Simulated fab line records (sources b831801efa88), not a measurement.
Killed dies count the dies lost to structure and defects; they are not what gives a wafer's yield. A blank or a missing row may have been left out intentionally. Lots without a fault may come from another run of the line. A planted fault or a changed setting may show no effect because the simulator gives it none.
Lot-split experiment + flow sfq_line + route with 325 steps; 5 lots, 23 wafers read

THE SPLIT ITSELF
At SFQ_TRILAYER_M1_LITHO_EXPOSE_040 (exposes mask M1, target cd 500 nm), the setting dose_mj was moved away from the recipe's 14.4 on 5 of the 23 wafers read, by +3.3% to +6.0%. For the rest of the wafers, this setting stayed at what the recipe calls for.

FROM THE SPLIT ON TO THE READING: in between, the file shows 1 step
- SFQ_TRILAYER_M1_BARC_OPEN_METAL_ETCH_054: etches BARC in O2, target depth 125 nm, time 41.7 s (also split here: icp_w)

THE READING
M1.cd_nm (the simulator's own value, which no gauge read), in nm, at SFQ_TRILAYER_M1_ETCH_METAL_ETCH_042 (etches Nb in Cl2/Ar, stops on SiO2, target depth 240 nm, time 120 s). The file does not state a usual value for it. The 18 wafers here that ran the recipe average 497.9 nm, standard deviation 2.2 nm.

| wafer  | tool, chamber at the split | dose_mj as run | against the recipe | M1.cd_nm, nm | against lot-mates on the recipe |
|--------|----------------------------|----------------|--------------------|--------------|---------------------------------|
| L074.2 | krf_scanner-01, 0          | 14.4           | recipe             | 500.1        | -                               |
| L074.4 | krf_scanner-01, 0          | 14.4           | recipe             | 497.9        | -                               |
| L074.6 | krf_scanner-01, 0          | 14.4           | recipe             | 499.3        | -                               |
| L075.1 | krf_scanner-01, 0          | 14.4           | recipe             | 498.3        | -                               |
| L075.2 | krf_scanner-01, 0          | 14.4           | recipe             | 495.5        | -                               |
| L075.4 | krf_scanner-01, 0          | 14.4           | recipe             | 498.4        | -                               |
| L075.5 | krf_scanner-01, 0          | 14.4           | recipe             | 498.7        | -                               |
| L075.6 | krf_scanner-01, 0          | 14.4           | recipe             | 494.7        | -                               |
| L078.1 | krf_scanner-02, 0          | 14.4           | recipe             | 494.2        | -                               |
| L078.3 | krf_scanner-02, 0          | 14.4           | recipe             | 495          | -                               |
| L078.4 | krf_scanner-02, 0          | 14.4           | recipe             | 497.5        | -                               |
| L078.5 | krf_scanner-02, 0          | 14.4           | recipe             | 498          | -                               |
| L078.6 | krf_scanner-02, 0          | 14.4           | recipe             | 496.6        | -                               |
| L083.1 | krf_scanner-01, 0          | 15.26          | +6.0%              | 490.4        | -7.5                            |
| L083.2 | krf_scanner-01, 0          | 14.4           | recipe             | 498.7        | -                               |
| L083.4 | krf_scanner-01, 0          | 14.4           | recipe             | 497.8        | -                               |
| L083.5 | krf_scanner-01, 0          | 15.26          | +6.0%              | 490.6        | -7.3                            |
| L083.6 | krf_scanner-01, 0          | 14.4           | recipe             | 497.2        | -                               |
| L085.1 | krf_scanner-01, 0          | 14.4           | recipe             | 502.2        | -                               |
| L085.2 | krf_scanner-01, 0          | 14.87          | +3.3%              | 494.6        | -7.7                            |
| L085.3 | krf_scanner-01, 0          | 14.4           | recipe             | 502.4        | -                               |
| L085.4 | krf_scanner-01, 0          | 14.87          | +3.3%              | 495          | -7.3                            |
| L085.6 | krf_scanner-01, 0          | 14.87          | +3.3%              | 495.5        | -6.8                            |

FIT RESULTS
A straight line over all 23 wafers: M1.cd_nm changes by -1.14 nm for each +1% of dose_mj; r = -0.74; the points scatter about the line by 2.1 nm.
The same after taking each lot's own level away (the mean of its wafers on the recipe; 23 wafers): -1.51 nm for each +1%; r = -0.89; scatter 1.5 nm.
According to that fit, moving dose_mj by its largest amount changes the reading by 9 nm.
Across the lots, their own levels run from 496.26 to 502.30 nm, a range of 2.7 times the standard deviation given above.
So the lot-to-lot level blurs the effect unless lot-mates are compared.
Check: -10.1 nm against its lot-mates is what the line predicts for one of the wafers moved furthest among these (+6.0%) when that wafer is left out of the fit. Against them it came out at -7.5 nm.

ADDITIONAL SPLITS CARRIED BY THESE WAFERS
These wafers also went through other splits before the reading. Each is held against what the fit with the lots' levels taken away leaves over:
| other split on the same wafers                   | wafers away from the commonest value | r with M1.cd_nm (lot level and that fit taken away) |
|--------------------------------------------------|--------------------------------------|-----------------------------------------------------|
| SFQ_TRILAYER_INCOMING_OXIDATION_002 ox_time_s    | 15                                   | +0.34                                               |
| SFQ_TRILAYER_L0_LITHO_COAT_010 resist_thk_nm     | 10                                   | +0.18                                               |
| SFQ_TRILAYER_M0_LITHO_COAT_026 spin_rpm          | 5                                    | +0.02                                               |
| SFQ_TRILAYER_I0_VIA_LITHO_COAT_036 resist_thk_nm | 7                                    | +0.29                                               |
| SFQ_TRILAYER_I0_VIA_LITHO_PEB_034 peb_time_s     | 6                                    | +0.09                                               |
| SFQ_TRILAYER_M1_DEP_SPUTTER_037 time_s           | 9                                    | +0.24                                               |
| SFQ_TRILAYER_M1_BARC_OPEN_METAL_ETCH_054 icp_w   | 8                                    | -0.04                                               |

THE WHOLE CHAIN: every reading that the file lists as answering this split, in the file's order
| step                                     | what it does                                                        | reading                                                   | change (the file's fit)              | r (the file's) |
|------------------------------------------|---------------------------------------------------------------------|-----------------------------------------------------------|--------------------------------------|----------------|
| SFQ_TRILAYER_M1_BARC_OPEN_METAL_ETCH_054 | etches BARC in O2, target depth 125 nm, time 41.7 s                 | M1.cd_nm (the simulator's own value, which no gauge read) | -1.41 nm for each +1% of the setting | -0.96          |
| SFQ_TRILAYER_M1_ETCH_METAL_ETCH_042      | etches Nb in Cl2/Ar, stops on SiO2, target depth 240 nm, time 120 s | M1.cd_nm (the simulator's own value, which no gauge read) | -1.47 nm for each +1% of the setting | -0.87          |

FILE'S OWN FIT
M1.cd_nm changes by -1.47 nm for each +1% of dose_mj, r = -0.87.
